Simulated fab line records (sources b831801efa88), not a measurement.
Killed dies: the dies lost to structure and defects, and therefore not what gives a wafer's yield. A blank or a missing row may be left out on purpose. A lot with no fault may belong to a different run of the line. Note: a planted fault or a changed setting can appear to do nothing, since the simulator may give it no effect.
Which tool was responsible? || flow sky130 || 6 lots, 18 wafers sampled, at 3 steps of a route of 708

WHAT THE GAUGES READ, wafer by wafer
SKY_VT_ADJUST_NCORE_CD_MEAS_07: target cd 380 nm.
{"lot": "L264", "measured": "day 8 22:03", "on": "cd-sem-02", "cd-nm (nm)": "382.6 382.7 383.2"}
{"lot": "L267", "measured": "day 9 23:02", "on": "cd-sem-01", "cd-nm (nm)": "- - -"}
{"lot": "L275", "measured": "day 12 02:41", "on": "cd-sem-02", "cd-nm (nm)": "377.9 376.7 378.5"}
{"lot": "L280", "measured": "day 13 14:48", "on": "cd-sem-02", "cd-nm (nm)": "378.7 381.4 378.7"}
{"lot": "L283", "measured": "day 14 07:54", "on": "cd-sem-02", "cd-nm (nm)": "379.6 376.6 378.8"}
{"lot": "L285", "measured": "day 15 05:31", "on": "cd-sem-02", "cd-nm (nm)": "382.2 380.7 379.9"}

WHAT TOOL EACH LOT RAN ON (gives the tool, then ch and the chambers of the sampled wafers, and finally the start)
{"lot": "L264", "SKY_PWDE_STRIP_09": "plasma-asher-04 ch 0,1, day 4 00:44", "SKY_VT_ADJUST_NCORE_EXPOSE_04": "iline-stepper-02 ch 0, day 8 11:37"}
{"lot": "L267", "SKY_PWDE_STRIP_09": "plasma-asher-03 ch 0,1, day 4 21:59", "SKY_VT_ADJUST_NCORE_EXPOSE_04": "iline-stepper-02 ch 0, day 9 13:02"}
{"lot": "L275", "SKY_PWDE_STRIP_09": "plasma-asher-04 ch 0,1, day 6 15:38", "SKY_VT_ADJUST_NCORE_EXPOSE_04": "iline-stepper-02 ch 0, day 11 15:00"}
{"lot": "L280", "SKY_PWDE_STRIP_09": "plasma-asher-04 ch 0,1, day 7 23:28", "SKY_VT_ADJUST_NCORE_EXPOSE_04": "iline-stepper-02 ch 0, day 13 03:14"}
{"lot": "L283", "SKY_PWDE_STRIP_09": "plasma-asher-04 ch 0,1, day 8 12:15", "SKY_VT_ADJUST_NCORE_EXPOSE_04": "iline-stepper-02 ch 0, day 13 19:11"}
{"lot": "L285", "SKY_PWDE_STRIP_09": "plasma-asher-04 ch 0,1, day 9 04:14", "SKY_VT_ADJUST_NCORE_EXPOSE_04": "iline-stepper-02 ch 0, day 14 16:23"}
- SKY_PWDE_STRIP_09: strips in O2/N2.
- SKY_VT_ADJUST_NCORE_EXPOSE_04: exposes mask LVTN COMPLEMENT THIN, target cd 380 nm.

THE ANSWER, worked out from the rows above alone
Rule: the usual values come from the lots themselves. The widest of any qualifying gaps counts: lots, ordered by their means at a reading, are off when they make up no more than a third of the lots, leave a main group of 4 or more, and stand apart from it by 3 or more times the standard deviation of that group's means. A main group whose means are all the same, to the digits that the tables above print for the reading, isn't used. Also off: a lot with no number at a reading for which 4 or more lots have one. All remaining lots with rows at the step are treated as sound.
Off, at SKY_VT_ADJUST_NCORE_CD_MEAS_07 on cd-nm: L267. Without a number there: L267. The main group has a mean of 379.9 nm with a standard deviation of 1.8.
A tool fits if, at a process step before that reading, it ran every lot that is off, and no sound lot after the first of them. Those tools and the gauges at SKY_VT_ADJUST_NCORE_CD_MEAS_07 are tried in the same way. Undecided on this evidence; 2 tools fit (plasma-asher-03 at SKY_PWDE_STRIP_09, cd-sem-01 at SKY_VT_ADJUST_NCORE_CD_MEAS_07).

WHAT THE SIMULATOR HAD PUT IN
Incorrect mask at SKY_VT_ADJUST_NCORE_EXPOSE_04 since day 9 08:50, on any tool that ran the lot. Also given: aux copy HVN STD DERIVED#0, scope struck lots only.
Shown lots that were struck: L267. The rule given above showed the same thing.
